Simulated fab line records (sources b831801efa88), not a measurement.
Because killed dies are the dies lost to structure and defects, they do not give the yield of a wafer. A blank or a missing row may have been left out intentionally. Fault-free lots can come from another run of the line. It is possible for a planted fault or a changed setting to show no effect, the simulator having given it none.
Tool commonality check / flow sky130 / Sampled: 14 lots, 42 wafers

WHY IT WAS OPENED
On 2 of the 14 lots, a flag is raised at SKY_VIA1_CD_MEAS_12 on the reading cdNm. Fault-free wafers read 149.6 nm, with a standard deviation of 1.3.
Rule: flag the lot when none of its wafers has a number, or when each of its wafers that has one lies beyond 4 standard deviations from that mean. The other lots count as sound.

lot=L406; measured=day 34 19:37; on=cdSem-02; cdNm (nm), wafer by wafer=151.8 150.1 152.8; flag=
lot=L408; measured=day 35 17:49; on=cdSem-01; cdNm (nm), wafer by wafer=149.7 149.7 150.3; flag=
lot=L409; measured=day 35 18:58; on=cdSem-02; cdNm (nm), wafer by wafer=149.5 147.9 150.9; flag=
lot=L407; measured=day 35 20:55; on=cdSem-01; cdNm (nm), wafer by wafer=149.4 149.3 148.2; flag=
lot=L411; measured=day 36 16:27; on=cdSem-02; cdNm (nm), wafer by wafer=149.4 150.6 148.0; flag=
lot=L413; measured=day 36 23:07; on=cdSem-01; cdNm (nm), wafer by wafer=150.5 149.2 149.6; flag=
lot=L412; measured=day 37 00:08; on=cdSem-01; cdNm (nm), wafer by wafer=149.5 150.3 149.5; flag=
lot=L414; measured=day 37 15:48; on=cdSem-01; cdNm (nm), wafer by wafer=150.7 150.4 150.5; flag=
lot=L415; measured=day 37 21:11; on=cdSem-02; cdNm (nm), wafer by wafer=149.5 152.5 151.0; flag=
lot=L417; measured=day 38 09:56; on=cdSem-01; cdNm (nm), wafer by wafer=163.0 165.0 164.7; flag=FLAGGED
lot=L418; measured=day 39 02:55; on=cdSem-01; cdNm (nm), wafer by wafer=160.5 160.3 161.8; flag=FLAGGED
lot=L421; measured=day 39 16:58; on=cdSem-02; cdNm (nm), wafer by wafer=148.9 151.2 149.2; flag=
lot=L428; measured=day 41 06:52; on=cdSem-01; cdNm (nm), wafer by wafer=151.4 151.3 150.6; flag=
lot=L429; measured=day 41 20:34; on=cdSem-02; cdNm (nm), wafer by wafer=148.0 147.6 147.1; flag=
The numbers of the flagged lots are 162.6 nm on average: +13.0 nm against the usual, or +10 standard deviations.

WHICH TOOL RAN EACH LOT
The record holds 4 process steps before the reading, out of a route of 708 steps. Each cell gives the tool, then ch followed by the chambers the sampled wafers passed through, then the start.
lot=L406; flag=; SKY_CONTACT_CMP_04=cmp-02 ch 0,1,2, day 31 05:52; SKY_CONTACT_ETCH_16=rieDiel-03 ch 0,1,3, day 32 09:52; SKY_METAL1_SPUTTER_03=pvdSputter-01, day 32 12:51; SKY_VIA1_EXPOSE_09=krfScanner-01 ch 0, day 34 06:40
lot=L408; flag=; SKY_CONTACT_CMP_04=cmp-02 ch 1,2,3, day 32 04:26; SKY_CONTACT_ETCH_16=rieDiel-02 ch 0,2,3, day 33 08:16; SKY_METAL1_SPUTTER_03=pvdSputter-03, day 33 09:47; SKY_VIA1_EXPOSE_09=krfScanner-01 ch 0, day 35 04:31
lot=L409; flag=; SKY_CONTACT_CMP_04=cmp-02 ch 1,2, day 32 06:02; SKY_CONTACT_ETCH_16=rieDiel-03 ch 0,3, day 33 09:55; SKY_METAL1_SPUTTER_03=pvdSputter-03, day 33 11:24; SKY_VIA1_EXPOSE_09=krfScanner-02 ch 0, day 35 05:58
lot=L407; flag=; SKY_CONTACT_CMP_04=cmp-02 ch 2,3, day 32 07:34; SKY_CONTACT_ETCH_16=rieDiel-02 ch 0,1,3, day 33 11:28; SKY_METAL1_SPUTTER_03=pvdSputter-01, day 33 12:58; SKY_VIA1_EXPOSE_09=krfScanner-01 ch 0, day 35 07:41
lot=L411; flag=; SKY_CONTACT_CMP_04=cmp-02 ch 0,1, day 33 03:36; SKY_CONTACT_ETCH_16=rieDiel-01 ch 2,3, day 34 07:26; SKY_METAL1_SPUTTER_03=pvdSputter-01, day 34 08:53; SKY_VIA1_EXPOSE_09=krfScanner-02 ch 0, day 36 03:09
lot=L413; flag=; SKY_CONTACT_CMP_04=cmp-01 ch 0,1,2, day 33 09:52; SKY_CONTACT_ETCH_16=rieDiel-03 ch 0,1,3, day 34 14:23; SKY_METAL1_SPUTTER_03=pvdSputter-03, day 34 15:51; SKY_VIA1_EXPOSE_09=krfScanner-01 ch 0, day 36 09:46
lot=L412; flag=; SKY_CONTACT_CMP_04=cmp-01 ch 0,1, day 33 11:49; SKY_CONTACT_ETCH_16=rieDiel-03 ch 0,2,3, day 34 15:23; SKY_METAL1_SPUTTER_03=pvdSputter-02, day 34 16:50; SKY_VIA1_EXPOSE_09=krfScanner-01 ch 0, day 36 11:08
lot=L414; flag=; SKY_CONTACT_CMP_04=cmp-01 ch 1,2,3, day 34 05:18; SKY_CONTACT_ETCH_16=rieDiel-01 ch 0,3, day 35 08:29; SKY_METAL1_SPUTTER_03=pvdSputter-01, day 35 09:56; SKY_VIA1_EXPOSE_09=krfScanner-02 ch 0, day 37 03:05
lot=L415; flag=; SKY_CONTACT_CMP_04=cmp-02 ch 0,2,3, day 34 09:16; SKY_CONTACT_ETCH_16=rieDiel-03 ch 1,2, day 35 12:32; SKY_METAL1_SPUTTER_03=pvdSputter-03, day 35 13:59; SKY_VIA1_EXPOSE_09=krfScanner-01 ch 0, day 37 08:11
lot=L417; flag=FLAGGED; SKY_CONTACT_CMP_04=cmp-02 ch 0,1,2, day 34 21:37; SKY_CONTACT_ETCH_16=rieDiel-03 ch 0,2, day 36 01:25; SKY_METAL1_SPUTTER_03=pvdSputter-02, day 36 02:59; SKY_VIA1_EXPOSE_09=krfScanner-02 ch 0, day 37 20:46
lot=L418; flag=FLAGGED; SKY_CONTACT_CMP_04=cmp-01 ch 0,2,3, day 35 15:16; SKY_CONTACT_ETCH_16=rieDiel-01 ch 0,1,3, day 36 18:17; SKY_METAL1_SPUTTER_03=pvdSputter-02, day 36 20:25; SKY_VIA1_EXPOSE_09=krfScanner-02 ch 0, day 38 14:24
lot=L421; flag=; SKY_CONTACT_CMP_04=cmp-02 ch 0,1,3, day 36 08:10; SKY_CONTACT_ETCH_16=rieDiel-03 ch 2,3, day 37 11:14; SKY_METAL1_SPUTTER_03=pvdSputter-01, day 37 12:41; SKY_VIA1_EXPOSE_09=krfScanner-01 ch 0, day 39 05:13
lot=L428; flag=; SKY_CONTACT_CMP_04=cmp-01 ch 1,2, day 37 22:55; SKY_CONTACT_ETCH_16=rieDiel-01 ch 0,2, day 39 02:07; SKY_METAL1_SPUTTER_03=pvdSputter-02, day 39 03:34; SKY_VIA1_EXPOSE_09=krfScanner-01 ch 0, day 40 18:55
lot=L429; flag=; SKY_CONTACT_CMP_04=cmp-01 ch 0,1,2, day 38 13:28; SKY_CONTACT_ETCH_16=rieDiel-03 ch 0,2,3, day 39 15:05; SKY_METAL1_SPUTTER_03=pvdSputter-03, day 39 16:31; SKY_VIA1_EXPOSE_09=krfScanner-01 ch 0, day 41 08:20
What these steps do:
- SKY_CONTACT_CMP_04: polishes SiO2.
- SKY_CONTACT_ETCH_16: etches BARC in N2/H2, stops on SiO2, time 45.9 s, target depth 60 nm.
- SKY_METAL1_SPUTTER_03: material Ti, target thk 5 nm, time 3.3 s.
- SKY_VIA1_EXPOSE_09: exposes mask VIM, target cd 150 nm.
- SKY_VIA1_CD_MEAS_12: target cd 150 nm.

FLAGGED OVER TOTAL, TOOL BY TOOL (the gauges that took the reading come last)
step=SKY_CONTACT_CMP_04; tool=cmp-01; lots run=6; flagged=1; share of the flagged lots=some; sound lots run after its first flagged lot=2 (L428,L429)
step=SKY_CONTACT_CMP_04; tool=cmp-02; lots run=8; flagged=1; share of the flagged lots=some; sound lots run after its first flagged lot=1 (L421)
step=SKY_CONTACT_ETCH_16; tool=rieDiel-01; lots run=4; flagged=1; share of the flagged lots=some; sound lots run after its first flagged lot=1 (L428)
step=SKY_CONTACT_ETCH_16; tool=rieDiel-02; lots run=2; flagged=0; share of the flagged lots=none; sound lots run after its first flagged lot=-
step=SKY_CONTACT_ETCH_16; tool=rieDiel-03; lots run=8; flagged=1; share of the flagged lots=some; sound lots run after its first flagged lot=2 (L421,L429)
step=SKY_METAL1_SPUTTER_03; tool=pvdSputter-01; lots run=5; flagged=0; share of the flagged lots=none; sound lots run after its first flagged lot=-
step=SKY_METAL1_SPUTTER_03; tool=pvdSputter-02; lots run=4; flagged=2; share of the flagged lots=all; sound lots run after its first flagged lot=1 (L428)
step=SKY_METAL1_SPUTTER_03; tool=pvdSputter-03; lots run=5; flagged=0; share of the flagged lots=none; sound lots run after its first flagged lot=-
step=SKY_VIA1_EXPOSE_09; tool=krfScanner-01; lots run=9; flagged=0; share of the flagged lots=none; sound lots run after its first flagged lot=-
step=SKY_VIA1_EXPOSE_09; tool=krfScanner-02; lots run=5; flagged=2; share of the flagged lots=all; sound lots run after its first flagged lot=0
step=SKY_VIA1_CD_MEAS_12; tool=cdSem-01; lots run=8; flagged=2; share of the flagged lots=all; sound lots run after its first flagged lot=1 (L428)
step=SKY_VIA1_CD_MEAS_12; tool=cdSem-02; lots run=6; flagged=0; share of the flagged lots=none; sound lots run after its first flagged lot=-

THE TABLE: WHAT IT ALLOWS
3 rows of the table ran every flagged lot: pvdSputter-02 at SKY_METAL1_SPUTTER_03, krfScanner-02 at SKY_VIA1_EXPOSE_09, cdSem-01 at SKY_VIA1_CD_MEAS_12.
- pvdSputter-02 at SKY_METAL1_SPUTTER_03: 2 of its 4 lots flagged. Sound lots ran on it after the first flagged one (L428), which a lasting fault on the whole tool wouldn't allow.
- krfScanner-02 at SKY_VIA1_EXPOSE_09: 2 of its 5 lots flagged. Its last sound lot is L414 (day 37 03:05), its first flagged lot L417 (day 37 20:46): a fault that began between those two fits. Its own readings lie more than 4 standard deviations out on every wafer of the flagged lots: exposureDoseMJCm2.
- cdSem-01 at SKY_VIA1_CD_MEAS_12: 2 of its 8 lots flagged. Sound lots ran on it after the first flagged one (L428), which a lasting fault on the whole tool wouldn't allow.
What remains is a single tool, krfScanner-02 at SKY_VIA1_EXPOSE_09.

WHAT THE SIMULATOR HAD PUT IN
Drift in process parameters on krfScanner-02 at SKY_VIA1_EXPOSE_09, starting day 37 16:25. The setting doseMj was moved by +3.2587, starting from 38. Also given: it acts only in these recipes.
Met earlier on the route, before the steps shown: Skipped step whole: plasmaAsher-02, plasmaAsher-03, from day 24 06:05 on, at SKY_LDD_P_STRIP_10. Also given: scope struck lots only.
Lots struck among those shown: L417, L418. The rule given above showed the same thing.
